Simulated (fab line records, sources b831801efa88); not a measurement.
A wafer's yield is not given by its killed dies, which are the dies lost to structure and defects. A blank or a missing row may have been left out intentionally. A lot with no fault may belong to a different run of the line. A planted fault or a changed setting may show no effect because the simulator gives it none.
What tool caused it? + flow gf180mcu + 15 lots, 45 wafers sampled, at 4 steps of a route of 602

== WHAT THE GAUGES READ, wafer by wafer ==
GF_NWELL_OVL_MEAS_07. Usual: NWELL_OVL typically reads 1.3 nm, with standard deviation 1.5.
| lot  | measured    | on         | NWELL_OVL (nm) | flag |
|------|-------------|------------|----------------|------|
| L549 | day 3 05:21 | overlay-02 | 1.4 3.5 0.3    |      |
| L551 | day 4 01:09 | overlay-02 | 3.7 0.6 1.5    |      |
| L552 | day 4 01:31 | overlay-01 | 2.7 1.9 1.4    |      |
| L554 | day 4 13:12 | overlay-01 | 1.1 2.5 2.9    |      |
| L557 | day 5 03:42 | overlay-01 | 0.6 3.2 1.9    |      |
| L559 | day 5 15:25 | overlay-01 | 1.8 0.0 0.7    |      |
| L560 | day 5 21:19 | overlay-02 | 0.1 1.8 0.0    |      |
| L561 | day 6 02:29 | overlay-02 | 2.8 5.3 3.0    |      |
| L562 | day 6 07:02 | overlay-02 | 3.2 1.0 2.0    |      |
| L563 | day 6 12:49 | overlay-01 | -1.0 1.0 -0.9  |      |
| L564 | day 6 18:20 | overlay-01 | 1.5 1.2 3.6    |      |
| L569 | day 7 20:47 | overlay-01 | -0.6 1.7 2.2   |      |
| L570 | day 8 03:53 | overlay-01 | 1.3 0.9 3.2    |      |
| L571 | day 8 07:23 | overlay-01 | 0.7 1.3 0.4    |      |
| L572 | day 8 12:33 | overlay-02 | 1.6 -1.2 1.1   |      |

GF_DUAL_GATE_OVL_MEAS_11. Usual: DUAL_GATE_OVL typically reads 0.0 nm, with standard deviation 1.2.
| lot  | measured     | on         | DUAL_GATE_OVL (nm) | flag |
|------|--------------|------------|--------------------|------|
| L549 | day 8 06:40  | overlay-02 | 0.4 0.3 -0.9       |      |
| L551 | day 9 09:43  | overlay-02 | -1.7 -0.8 -1.6     |      |
| L552 | day 9 10:02  | overlay-01 | 0.3 0.4 0.7        |      |
| L554 | day 10 02:10 | overlay-01 | 0.0 1.1 -1.6       |      |
| L557 | day 10 16:55 | overlay-01 | 1.7 0.5 -0.7       |      |
| L559 | day 11 06:58 | overlay-01 | 0.1 -0.3 -1.6      |      |
| L560 | day 11 16:10 | overlay-01 | -1.3 1.1 1.5       |      |
| L564 | day 12 17:13 | overlay-01 | 2.6 1.1 0.6        |      |
| L569 | day 14 02:31 | overlay-01 | -0.3 -1.5 -0.8     |      |
| L570 | day 14 13:44 | overlay-02 | 0.1 1.1 -0.4       |      |
| L571 | day 14 14:02 | overlay-02 | -0.8 0.1 -0.4      |      |
| L572 | day 14 21:40 | overlay-01 | 1.7 -0.3 0.9       |      |

GF_POLY_GATE_THK_MEAS_01. Usual: POLY_GATE_CVD_00_THK typically reads 200.1 nm, with standard deviation 2.
| lot  | measured     | on            | POLY_GATE_CVD_00_THK (nm) | flag |
|------|--------------|---------------|---------------------------|------|
| L549 | day 8 12:16  | film_metro-03 | 200.8 201.1 201.6         |      |
| L551 | day 9 14:59  | film_metro-03 | 200.5 200.5 202.0         |      |
| L552 | day 9 15:00  | film_metro-04 | 200.6 202.8 201.6         |      |
| L554 | day 10 05:53 | film_metro-04 | 199.8 198.8 198.4         |      |
| L557 | day 10 22:50 | film_metro-04 | 198.9 196.7 198.2         |      |
| L559 | day 11 10:48 | film_metro-03 | 204.2 203.8 203.2         |      |
| L560 | day 11 19:24 | film_metro-01 | 199.5 199.8 199.8         |      |
| L564 | day 12 20:58 | film_metro-03 | 200.7 200.1 198.9         |      |
| L569 | day 14 06:05 | film_metro-03 | 203.8 202.7 202.7         |      |
| L570 | day 14 16:54 | film_metro-01 | 199.7 198.7 199.1         |      |
| L571 | day 14 17:53 | film_metro-01 | 201.0 201.7 201.2         |      |
| L572 | day 15 02:12 | film_metro-01 | 201.9 203.1 202.4         |      |

== WHAT TOOL EACH LOT RAN ON (gives the tool, then ch and the chambers of the sampled wafers, and finally the start) ==
| lot  | GF_VT_IMPLANT_DEVELOP_17          |
|------|-----------------------------------|
| L549 | litho_track-03 ch 0, day 6 03:25  |
| L551 | litho_track-01 ch 0, day 7 03:10  |
| L552 | litho_track-03 ch 0, day 7 04:52  |
| L554 | litho_track-04 ch 0, day 7 16:34  |
| L557 | litho_track-03 ch 0, day 8 10:22  |
| L559 | litho_track-03 ch 0, day 8 23:05  |
| L560 | litho_track-01 ch 0, day 9 06:01  |
| L561 | litho_track-01, day 9 11:34       |
| L562 | litho_track-01, day 9 15:55       |
| L563 | litho_track-04, day 9 22:02       |
| L564 | litho_track-01 ch 0, day 10 06:10 |
| L569 | litho_track-01 ch 0, day 11 12:40 |
| L570 | litho_track-01 ch 0, day 11 21:37 |
| L571 | litho_track-01 ch 0, day 11 22:37 |
| L572 | litho_track-01 ch 0, day 12 06:14 |
- GF_VT_IMPLANT_DEVELOP_17: develop time 60 s.

== WHAT THE TOOLS THEMSELVES READ (means of the sampled wafers that have a number; where no wafer has one, the mark that the record gives instead) ==
GF_VT_IMPLANT_DEVELOP_17. Usual: chill_plate_temp_C 23.00 C, standard deviation 0.11.
| lot  | tool           | chill_plate_temp_C (C) | flag |
|------|----------------|------------------------|------|
| L549 | litho_track-03 | 22.94                  |      |
| L551 | litho_track-01 | 22.98                  |      |
| L552 | litho_track-03 | 22.94                  |      |
| L554 | litho_track-04 | 22.92                  |      |
| L557 | litho_track-03 | 22.92                  |      |
| L559 | litho_track-03 | 23.12                  |      |
| L560 | litho_track-01 | 23.03                  |      |
| L561 | litho_track-01 | -                      | OFF  |
| L562 | litho_track-01 | -                      | OFF  |
| L563 | litho_track-04 | -                      | OFF  |
| L564 | litho_track-01 | 22.94                  |      |
| L569 | litho_track-01 | 22.98                  |      |
| L570 | litho_track-01 | 22.89                  |      |
| L571 | litho_track-01 | 23.14                  |      |
| L572 | litho_track-01 | 22.88                  |      |

== THE ANSWER, worked out from the rows above alone ==
Rule: lot off if the mean of its wafers having a number is beyond 3 standard deviations from the usual mean. Also off: a lot with no number at a reading for which 4 or more lots have one. Where the step has rows for the other lots, those lots are counted as sound. Order of review: gauges by route order, followed by the tools' own readings, for which a lot's mean as printed above is used. At the first step where some lot is off, the reading lying furthest off is the one used; lots without a number count as furthest.
Off, at GF_VT_IMPLANT_DEVELOP_17 on chill_plate_temp_C: L561, L562, L563. Without a number there: L561, L562, L563.
If a tool, at that step or one of the process steps before it, ran each lot that is off and ran no sound lot following the first of them, it fits. Of those tried, none fits.

== WHAT THE SIMULATOR HAD PUT IN ==
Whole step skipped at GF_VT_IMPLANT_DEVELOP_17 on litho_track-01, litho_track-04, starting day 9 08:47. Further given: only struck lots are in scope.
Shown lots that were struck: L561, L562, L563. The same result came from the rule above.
